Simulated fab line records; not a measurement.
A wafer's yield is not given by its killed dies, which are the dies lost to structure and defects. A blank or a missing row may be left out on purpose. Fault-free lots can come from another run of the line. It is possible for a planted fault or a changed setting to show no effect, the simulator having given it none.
Matching of chambers + flow sfqLine + 4 sister chambers for SFQ_TRILAYER_I1_VIA_ETCH_VIA_ETCH_052 on rieDiel-01
The step etches SiO2 in CHF3, stops on Nb, target depth 260 nm. 8 wafers are shown with their chamber, then 7 later ones without.

== WAFERS, EACH WITH ITS CHAMBER ==
| wafer  | chamber | oesProductAu (a.u.) |
|--------|---------|---------------------|
| L888.3 | 1       | 0.848               |
| L892.2 | 0       | 0.855               |
| L892.5 | 2       | 0.851               |
| L892.6 | 0       | 0.856               |
| L893.1 | 1       | 0.862               |
| L893.5 | 3       | 0.855               |
| L901.1 | 2       | 0.857               |
| L901.4 | 3       | 0.851               |

== WAFERS WITHOUT THEIR CHAMBER ==
| wafer  | oesProductAu (a.u.) |
|--------|---------------------|
| L901.6 | 0.850               |
| L909.3 | 0.848               |
| L909.5 | 0.852               |
| L909.6 | 0.863               |
| L910.2 | 0.860               |
| L910.3 | 0.862               |
| L910.6 | 0.859               |

== CHAMBER TAKEN BY EACH ==
| wafer  | from the rows above               | in truth |
|--------|-----------------------------------|----------|
| L901.6 | can't be placed: 3 or 2 or 1 or 0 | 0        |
| L909.3 | can't be placed: 3 or 2 or 1 or 0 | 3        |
| L909.5 | can't be placed: 3 or 2 or 1 or 0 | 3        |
| L909.6 | can't be placed: 0 or 1 or 2 or 3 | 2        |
| L910.2 | can't be placed: 0 or 1 or 2 or 3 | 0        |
| L910.3 | can't be placed: 0 or 1 or 2 or 3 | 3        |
| L910.6 | can't be placed: 0 or 1 or 2 or 3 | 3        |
0 of 7 placed correctly. Unplaceable from these rows: 7, with the true chamber sitting among the candidates in 7. 0 placed wrongly.
How it was worked out, from the rows above alone: a wafer's distance from a chamber is the root of the sum, over the readings, of the square of ((its reading less the chamber's mean) divided by the reading's scatter). If the next closest chamber is less than 2 further off than the closest, the wafer can't be placed; otherwise it belongs to the closest. A chamber's mean is the mean of its shown wafers. The scatter: the root of (the sum of the squares of (reading less its chamber's mean) over the shown wafers, divided by (wafers less chambers)).
